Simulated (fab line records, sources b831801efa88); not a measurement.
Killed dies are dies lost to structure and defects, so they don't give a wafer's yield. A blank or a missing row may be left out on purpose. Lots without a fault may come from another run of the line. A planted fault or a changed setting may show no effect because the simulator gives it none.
A struck lot beside a sound one | flow gf180mcu | 18 steps out of a route of 602
Sound: wafers L407.1, L407.4, L407.6. Struck: wafers L414.1, L414.2, L414.6. The cause comes at the end.
At each step with rows: each side's tool, then ch and its chambers, then its first start. Under that, the readings that differ: sound wafers | struck wafers | difference of the means | sigmas: that difference in standard deviations of wafers without a fault.
alike: readings whose means differ by less than 2 such deviations, and words and numbers that are the same on both sides. not compared: withheld readings, readings that some wafer has no value for, bounds like >300 that may hide the same value, and numbers for which the record gives no deviation and whose values overlap.
The two part at a step that has a row with sigmas, a row that says differs or no value, or rows on one side only. Numbers that don't overlap but have no deviation are shown without sigmas and don't part them. A reading that every wafer of one side lacks parts them only if that side has two wafers or more.

first, 1 step without rows for these wafers: GF_HV_LDD_CLEAN_51 (cleans in SC1/SC2, time 150 s).
GF_HV_LDD_RTA_52: time 10 s.
  sound on rtp_anneal-02 ch 0, day 15 22:28; struck on rtp_anneal-02 ch 0, day 18 01:46
  alike: lamp_power_pct, wafer_temp_C_max
GF_HV_LDD_RS_MEAS_53: measures by four-point-probe.
  sound on film_metro-01, day 15 22:32; struck on film_metro-03, day 18 01:50
  reading            | sound             | struck            | difference | sigmas
  HV_LDD_RS (ohm/sq) | 418.5 418.5 418.6 | 420.9 420.9 420.6 | +2.3       | +2
then, 1 step without rows for these wafers: GF_HV_LDD_CVD_54 (deposits SiO2 from TEOS, target thk 10 nm, time 75 s).
GF_HV_LDD_THK_MEAS_55:
  sound on film_metro-03, day 15 23:41; struck on film_metro-03, day 18 02:59
  alike: HV_LDD_CVD_54_THK
then, 1 step without rows for these wafers: GF_HV_LDD_CVD_56 (deposits Si3N4 from DCS/NH3, target thk 90 nm, time 1543 s).
GF_HV_LDD_THK_MEAS_57:
  sound on film_metro-03, day 16 01:10; struck on film_metro-04, day 18 05:44
  alike: HV_LDD_CVD_56_THK
GF_HV_LDD_ETCHBACK_58: etches Si3N4 in CH3F/O2, stops on SiO2, time 100 s, target depth 90 nm.
  sound on rie_diel-03 ch 1,3, day 16 01:14; struck on rie_diel-01 ch 0,1,3, day 18 05:48
  alike: drypump_motor_current_A, oes_product_au, throttle_valve_pct
  not compared: rf_hours_counter_h
then, 4 steps without rows for these wafers: GF_NSD_DEHYDRATE_00 (time 60 s); GF_NSD_HMDS_01 (prime time 60 s); GF_NSD_COAT_02 (resist thk 1000 nm); GF_NSD_SOFTBAKE_03 (time 60 s).
GF_NSD_EXPOSE_04: exposes mask Nplus, target cd 400 nm.
  sound on iline_stepper-01 ch 0, day 16 12:37; struck on iline_stepper-02 ch 0, day 18 18:10
  reading                     | sound                   | struck      | difference | sigmas
  model.NSD.overlay_x_nm (nm) | -0.2346 -0.2346 -0.2346 | 295 295 295 | +295       |
  alike: mask
then, 2 steps without rows for these wafers: GF_NSD_PEB_05; GF_NSD_DEVELOP_06 (develop time 60 s).
GF_NSD_CD_MEAS_07: target cd 400 nm.
  sound on cd_sem-01, day 16 23:46; struck on cd_sem-02, day 19 06:04
  reading    | sound       | struck      | difference | sigmas
  cd_nm (nm) | 404 405 406 | 396 394 395 | -10        | -3
GF_NSD_OVL_MEAS_08:
  sound on overlay-02, day 16 23:53; struck on overlay-01, day 19 06:23
  reading      | sound         | struck            | difference | sigmas
  NSD_OVL (nm) | -0.9 0.4 -0.9 | 294.9 292.8 296.2 | +295.1     | +99 or more
  not compared: hold
then, 1 step without rows for these wafers: GF_PASSIVATION_PROBE_99.

WHERE THEY PART
First at GF_HV_LDD_RS_MEAS_53; last, within this record, at GF_NSD_OVL_MEAS_08.

WHY: what the simulator had put in
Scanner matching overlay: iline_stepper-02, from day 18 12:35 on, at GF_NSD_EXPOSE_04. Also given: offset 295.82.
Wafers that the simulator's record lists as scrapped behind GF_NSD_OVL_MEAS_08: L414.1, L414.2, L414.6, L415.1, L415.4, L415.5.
